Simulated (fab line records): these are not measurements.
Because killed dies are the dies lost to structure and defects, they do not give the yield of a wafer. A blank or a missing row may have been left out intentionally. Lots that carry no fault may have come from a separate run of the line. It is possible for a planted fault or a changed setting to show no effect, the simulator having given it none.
Which of the tools did it?    flow sky130    14 lots, 42 wafers sampled, at 5 steps of a route of 708

## WHAT THE GAUGES READ, wafer by wafer
SKY_FIELD_ISO_THK_MEAS_23.
lot   measured     on             FIELD_ISO_OXIDATION_01_THK (nm)
L246  day 2 09:26  film_metro-02  10.39 10.49 10.23
L249  day 2 22:19  film_metro-01  10.13 10.11 9.94
L250  day 3 07:19  film_metro-04  9.99 10.06 10.25
L251  day 3 09:48  film_metro-02  9.50 9.67 9.58
L252  day 3 13:16  film_metro-01  10.00 10.14 10.17
L254  day 4 02:19  film_metro-04  9.87 10.03 9.97
L255  day 4 06:31  film_metro-01  10.09 9.98 10.12
L256  day 4 10:55  film_metro-01  10.11 10.22 10.35
L257  day 4 14:42  film_metro-02  10.06 10.19 10.00
L260  day 5 06:51  film_metro-04  9.63 9.75 9.74
L264  day 6 04:18  film_metro-02  9.89 9.97 9.99
L265  day 6 11:04  film_metro-01  9.74 9.81 9.71
L268  day 7 03:43  film_metro-01  10.08 10.08 9.96
L269  day 7 08:49  film_metro-02  9.90 9.99 10.03

SKY_NWELL_THK_MEAS_02.
lot   measured     on             NWELL_OXIDATION_THK (nm)
L246  day 2 15:32  film_metro-03  10.24 10.15 10.38
L249  day 3 06:59  film_metro-02  10.09 10.02 10.13
L250  day 3 11:55  film_metro-04  9.91 10.09 10.05
L251  day 3 15:28  film_metro-02  10.05 9.98 10.17
L252  day 3 17:16  film_metro-04  10.13 10.07 10.17
L254  day 4 08:06  film_metro-02  10.04 9.81 9.95
L255  day 4 12:02  film_metro-04  10.11 10.07 10.17
L256  day 4 16:02  film_metro-02  10.22 10.13 10.11
L257  day 4 20:59  film_metro-03  9.88 9.81 9.95
L260  day 5 11:37  film_metro-02  10.18 10.08 9.91
L264  day 6 09:56  film_metro-02  9.86 9.77 9.79
L265  day 6 15:12  film_metro-04  9.83 9.67 9.79
L268  day 7 08:07  film_metro-02  9.60 9.87 9.59
L269  day 7 13:32  film_metro-02  10.18 10.17 10.29

SKY_VT_ADJUST_HVTR_CD_MEAS_07: target cd 380 nm.
lot   measured      on         cd_nm (nm)
L246  day 9 11:28   cd_sem-01  376.9 376.3 375.4
L249  day 10 12:09  cd_sem-02  386.1 384.1 383.0
L250  day 10 17:55  cd_sem-02  379.0 376.6 377.0
L251  day 11 04:43  cd_sem-02  378.3 378.1 377.0
L252  day 11 05:02  cd_sem-01  378.3 378.1 378.5
L254  day 11 22:01  cd_sem-01  378.9 376.8 378.9
L255  day 12 05:47  cd_sem-01  378.8 378.6 380.0
L256  day 12 10:35  cd_sem-02  381.6 361.0 361.4
L257  day 12 19:05  cd_sem-02  380.9 381.2 380.4
L260  day 13 17:05  cd_sem-02  379.1 363.7 379.1
L264  day 15 02:05  cd_sem-02  380.8 381.7 381.7
L265  day 15 07:12  cd_sem-02  382.1 383.5 383.6
L268  day 16 04:52  cd_sem-01  382.0 380.4 380.9
L269  day 16 16:08  cd_sem-02  384.4 385.6 382.9

SKY_POLY_GATE_OVL_MEAS_14.
lot   measured      on          POLY_GATE_OVL (nm)
L246  day 16 06:40  overlay-02  1 3 -3
L249  day 17 16:56  overlay-01  -2 3 -1
L250  day 18 01:05  overlay-01  2 1 2
L251  day 18 14:29  overlay-01  -1 0 -1
L252  day 18 14:38  overlay-01  -3 -6 -2
L254  day 19 05:32  overlay-02  -2 3 -3
L255  day 20 03:05  overlay-01  -8 6 1
L256  day 20 03:19  overlay-02  -2 -5 -1
L257  day 20 14:14  overlay-01  -11 -14 -9
L260  day 21 16:58  overlay-01  -6 -4 -13
L264  day 23 05:53  overlay-01  -8 -7 -11
L265  day 23 09:41  overlay-01  2 -9 -1
L268  day 24 09:35  overlay-01  -3 4 -9
L269  day 24 17:55  overlay-02  -5 -14 2

## EACH LOT AND THE TOOL THAT RAN IT (in order: tool; ch and the chambers of the sampled wafers; start)
lot   SKY_VT_ADJUST_HVTR_DEVELOP_06
L246  litho_track-01 ch 0, day 9 11:19
L249  litho_track-01 ch 0, day 10 12:01
L250  litho_track-04 ch 0, day 10 17:46
L251  litho_track-01 ch 0, day 11 04:34
L252  litho_track-04 ch 0, day 11 04:53
L254  litho_track-02 ch 0, day 11 21:52
L255  litho_track-02 ch 0, day 12 05:38
L256  litho_track-02 ch 0, day 12 10:26
L257  litho_track-01 ch 0, day 12 18:56
L260  litho_track-02 ch 0, day 13 16:56
L264  litho_track-04 ch 0, day 15 01:56
L265  litho_track-01 ch 0, day 15 07:03
L268  litho_track-01 ch 0, day 16 04:44
L269  litho_track-04 ch 0, day 16 15:59
- SKY_VT_ADJUST_HVTR_DEVELOP_06: develop time 60 s.

## WHAT THE TOOLS THEMSELVES READ (means of the sampled wafers that have a number; where no wafer has one, the mark that the record gives instead)
The record holds no such reading with a usual standard deviation.

## THE ANSWER, worked out from the rows above alone
Rule: usual is defined by the lots themselves. Put in order of their means at a reading, lots are off if they are a third of the lots or fewer, leave a main group of 4 or more, and stand apart from it by a gap of 3 or more times the standard deviation of the main group's means; of several such gaps the widest counts. A main group whose means are all the same, to the digits that the tables above print for the reading, isn't used. A lot without any number at a reading at which 4 lots or more have one is off too. Any other lot the step has rows for is counted as sound. Order of review: gauges by route order, followed by the tools' own readings, for which a lot's mean as printed above is used. The first step at which some lot is off is used, and at that step the reading that is off furthest; a lot without a number counts as furthest.
No lot is off on any of the readings shown, so nothing can be concluded from this.

## WHAT HAD BEEN PUT IN BY THE SIMULATOR
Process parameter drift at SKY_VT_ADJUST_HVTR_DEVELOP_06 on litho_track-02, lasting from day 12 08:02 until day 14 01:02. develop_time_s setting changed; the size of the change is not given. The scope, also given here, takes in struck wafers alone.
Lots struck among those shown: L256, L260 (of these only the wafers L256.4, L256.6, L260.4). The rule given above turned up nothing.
